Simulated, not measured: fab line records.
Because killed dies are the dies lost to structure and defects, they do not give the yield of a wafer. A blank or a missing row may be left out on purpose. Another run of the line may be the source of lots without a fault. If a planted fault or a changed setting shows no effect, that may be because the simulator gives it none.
Which of the tools did it? ; flow sky130 ; Sampling: 11 lots, 33 wafers, 4 of 708 route steps

WHAT THE GAUGES READ, wafer by wafer
SKY_PAD_OPEN_BOW_MEAS_13.
lot;measured;on;PAD_OPEN_BOW (um)
L282;day 45 06:19;film-metro-03;40 44 52
L284;day 45 21:58;film-metro-04;61 34 56
L285;day 46 03:54;film-metro-03;43 29 32
L286;day 47 02:24;film-metro-03;57 34 41
L289;day 47 08:49;film-metro-02;43 39 38
L290;day 47 12:35;film-metro-02;36 26 48
L295;day 48 19:32;film-metro-03;58 64 56
L300;day 49 17:17;film-metro-04;59 58 46
L302;day 50 04:50;film-metro-02;43 37 37
L303;day 50 11:19;film-metro-03;58 46 52
L305;day 50 15:39;film-metro-02;45 59 55

WHICH TOOL RAN EACH LOT (tool, then ch and the chambers of the sampled wafers, then the start)
lot;SKY_VIA2_STRIP_16;SKY_METAL5_SPUTTER_04;SKY_PAD_OPEN_STRIP_08
L282;plasma-asher-03 ch 0,1, day 35 18:03;pvd-sputter-01, day 42 10:28;plasma-asher-02 ch 0,1, day 45 04:10
L284;plasma-asher-03 ch 0,1, day 36 12:05;pvd-sputter-03, day 43 01:14;plasma-asher-02 ch 0,1, day 45 19:43
L285;plasma-asher-03 ch 0,1, day 36 22:19;pvd-sputter-03, day 43 11:04;plasma-asher-04 ch 0,1, day 46 01:46
L286;plasma-asher-04 ch 0,1, day 38 05:54;pvd-sputter-03, day 44 11:34;plasma-asher-01 ch 0,1, day 47 00:16
L289;plasma-asher-03 ch 0,1, day 38 11:16;pvd-sputter-03, day 44 17:34;plasma-asher-02 ch 0,1, day 47 06:43
L290;plasma-asher-03 ch 0,1, day 38 13:32;pvd-sputter-02, day 44 20:55;plasma-asher-04 ch 0,1, day 47 10:29
L295;plasma-asher-01 ch 0,1, day 40 07:33;pvd-sputter-03, day 46 05:43;plasma-asher-01 ch 0,1, day 48 17:23
L300;plasma-asher-01 ch 0,1, day 41 12:00;pvd-sputter-03, day 47 07:26;plasma-asher-02 ch 0,1, day 49 15:08
L302;plasma-asher-04 ch 0,1, day 42 05:59;pvd-sputter-03, day 47 20:20;plasma-asher-02 ch 0, day 50 02:41
L303;plasma-asher-01 ch 0,1, day 42 13:58;pvd-sputter-03, day 48 04:22;plasma-asher-04 ch 0,1, day 50 09:05
L305;plasma-asher-03 ch 0,1, day 42 20:57;pvd-sputter-03, day 48 12:10;plasma-asher-01 ch 0,1, day 50 13:32
- SKY_VIA2_STRIP_16: strips in O2/N2.
- SKY_METAL5_SPUTTER_04: material TiN, target thk 70 nm, time 58.3 s.
- SKY_PAD_OPEN_STRIP_08: strips in O2/N2.

THE ANSWER, worked out from the rows above alone
Rule: what is usual is taken from the lots themselves. The widest of any qualifying gaps counts: lots, ordered by their means at a reading, are off when they make up no more than a third of the lots, leave a main group of 4 or more, and stand apart from it by 3 or more times the standard deviation of that group's means. The tables above print the reading to a certain number of digits; a main group whose means all agree to those digits is not used. A lot without any number at a reading at which 4 lots or more have one is off too. Where the step has rows for the other lots, those lots are counted as sound.
Across all readings shown, no lot is off: no conclusion can be drawn from this.

WHAT THE SIMULATOR HAD PUT IN
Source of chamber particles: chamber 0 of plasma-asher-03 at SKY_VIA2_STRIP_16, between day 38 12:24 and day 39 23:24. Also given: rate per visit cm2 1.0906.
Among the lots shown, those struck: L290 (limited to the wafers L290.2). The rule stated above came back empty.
